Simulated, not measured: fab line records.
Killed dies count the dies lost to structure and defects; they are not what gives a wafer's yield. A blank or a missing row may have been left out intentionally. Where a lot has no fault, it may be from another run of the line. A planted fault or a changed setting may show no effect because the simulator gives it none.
Struck lot and sound lot, side by side :: flow gf180mcu :: 33 steps out of a route of 602
Sound: the wafers L529.1, L529.2, L529.5. Struck: wafers L537.2, L537.3, L537.5. The cause is named last.
Each step with rows lists, per side, the tool, then ch with its chambers, then its first start. Under that, the readings that differ: sound wafers :: struck wafers :: difference of the means :: sigmas: that difference in standard deviations of wafers without a fault.
alike: readings whose means differ by less than 2 such deviations, and words and numbers that are the same on both sides. not compared: withheld readings, readings that some wafer has no value for, bounds like >300 that may hide the same value, and numbers for which the record gives no deviation and whose values overlap.
The two part at a step that has a row with sigmas, a row that says differs or no value, or rows on one side only. Numbers that don't overlap but have no deviation are shown without sigmas and don't part them. A reading missing from all wafers of one side parts the sides only when that side holds two or more wafers.

first, 2 steps without rows for these wafers: GF_M3_PEB_12 (peb time 90 s); GF_M3_DEVELOP_13 (develop time 60 s).
GF_M3_CD_MEAS_14 targets a cd of 280 nm.
  sound on cd sem-01 at day 22 18:23; struck on cd sem-02 at day 25 09:43
  alike: cd nm
GF_M3_OVL_MEAS_15:
  sound on overlay-01 at day 22 18:30; struck on overlay-01 at day 25 09:49
  alike: M3_OVL
GF_M3_METAL_ETCH_16: etches the open film in Cl2/BCl3, stops on SiO2, target depth 627.5 nm, time 104.6 s.
  sound on rie metal-01 ch 0,1, day 22 18:32; struck on rie metal-04 ch 0,1, day 25 09:51
  alike: drypump motor current A, oes product au, throttle valve pct
  not compared: rf hours counter h
then, 4 steps without rows for these wafers: GF_M3_STRIP_17 (strips in O2/N2); GF_M3_STRIP_18 (strips in post etch residue remover, time 1200 s); GF_M3_CLEAN_19 (cleans in DIW); GF_V3_CVD_00 (deposits SiO2, target thk 600 nm, time 100 s).
GF_V3_THK_MEAS_01:
  sound on film metro-03 at day 22 19:17; struck on film metro-03 at day 25 10:35
  alike: V3_CVD_00_THK
then, 1 step without rows for these wafers: GF_V3_CVD_02 (deposits SiO2 from TEOS, target thk 850 nm, time 94.851 s).
GF_V3_THK_MEAS_03:
  sound on film metro-02 at day 22 19:25; struck on film metro-02 at day 25 10:43
  alike: V3_CVD_02_THK
GF_V3_CMP_04: polishes SiO2.
  sound on cmp-01 ch 0,2,3, day 22 19:29; struck on cmp-01 ch 0,2,3, day 25 10:52
  no value came back on the struck wafers for edge zone pressure frac, head pressure psi (psi), motor current A (A), time to endpoint s (s); on the sound wafers edge zone pressure frac reads 0.999 1.000 1.001
reading: model.SiO2_of_V3_CVD_02.thk nm (nm)
sound: 632.3 632.4 633.6
struck: 850.4 855.8 860.2
difference: +222.7
sigmas: 
GF_V3_BOW_MEAS_05:
  sound on film metro-03 at day 22 19:47; struck on film metro-01 at day 25 11:05
  alike: V3_BOW
then, 8 steps without rows for these wafers: GF_V3_DEHYDRATE_06 (time 60 s); GF_V3_HMDS_07 (prime time 60 s); GF_V3_COAT_08; GF_V3_COAT_09 (resist thk 1000 nm); GF_V3_SOFTBAKE_10 (time 60 s); GF_V3_EXPOSE_11 (exposes mask Via3, target cd 260 nm); GF_V3_PEB_12 (peb time 90 s); GF_V3_DEVELOP_13 (develop time 60 s).
GF_V3_CD_MEAS_14 targets a cd of 260 nm.
  sound on cd sem-02 at day 23 18:58; struck on cd sem-01 at day 26 07:52
  alike: cd nm
GF_V3_OVL_MEAS_15:
  sound on overlay-02 at day 23 19:05; struck on overlay-01 at day 26 07:58
  alike: V3_OVL
GF_V3_ETCH_16: etches BARC in N2/H2.
  sound on rie diel-01 ch 1,3, day 23 19:08; struck on rie diel-03 ch 2,3, day 26 08:00
  alike: drypump motor current A, oes product au, throttle valve pct
GF_V3_ETCH_17: etches SiO2 in C4F8/O2/Ar, stops on TiN, target depth 635 nm.
  sound on rie diel-01 ch 1,3; struck on rie diel-03 ch 2,3
reading: oes product au (a.u.)
sound: 0.857 0.858 0.855
struck: 1.595 1.634 1.634
difference: +0.764
sigmas: +99 or more

reading: model.V3.feature depth nm (nm)
sound: 632.3 632.4 633.6
struck: 809.6 829.7 826.5
difference: +189.2
sigmas: 

reading: model.etch.depth nm (nm)
sound: 632.3 632.4 633.6
struck: 809.6 829.7 826.5
difference: +189.2
sigmas: 
GF_V3_STRIP_18: strips in O2/N2.
  sound on plasma asher-04 ch 0,1, day 23 19:16; struck on plasma asher-04 ch 0, day 26 08:08
  alike: drypump motor current A, heater power w, oes product au, platen temp c
  not compared: rf hours counter h
then, 2 steps without rows for these wafers: GF_V3_STRIP_19 (strips in post etch residue remover, time 1200 s); GF_V3_CLEAN_20 (cleans in DIW).
GF_V3_SPUTTER_21: material Ti, target thk 15 nm, time 80.02 s.
  sound on pvd sputter-03 at day 23 19:47; struck on pvd sputter-03 at day 26 08:40
  alike: cathode dc power W, substrate temp c, throttle valve pct
then, 1 step without rows for these wafers: GF_V3_SPUTTER_22 (material TiN, target thk 10 nm, time 40 s).
GF_V3_CVD_23: deposits W, target thk 350 nm, time 104.9 s.
  sound on cvd w-01 ch 0,1, day 23 19:53; struck on cvd w-02 ch 0, day 26 08:46
  alike: heater power w
GF_V3_CMP_26: polishes, stops on SiO2, t overpolish 15 s, target thk 0 nm.
  sound on cmp-01 ch 0,2,3, day 23 20:11; struck on cmp-01 ch 0,2,3, day 26 09:10
reading: model.SiO2_of_V3_CVD_02.thk nm (nm)
sound: 628.5 628.7 629.8
struck: 846.6 852 856.4
difference: +222.7
sigmas: 
  alike: edge zone pressure frac, head pressure psi, motor current A

== WHERE THEY PART ==
First at GF_V3_CMP_04; last, within this record, at GF_V3_ETCH_17. Later steps at which nothing parts them and some readings are alike: GF_V3_STRIP_18, GF_V3_SPUTTER_21, GF_V3_CVD_23, GF_V3_CMP_26.

WHY: whatever the simulator had introduced
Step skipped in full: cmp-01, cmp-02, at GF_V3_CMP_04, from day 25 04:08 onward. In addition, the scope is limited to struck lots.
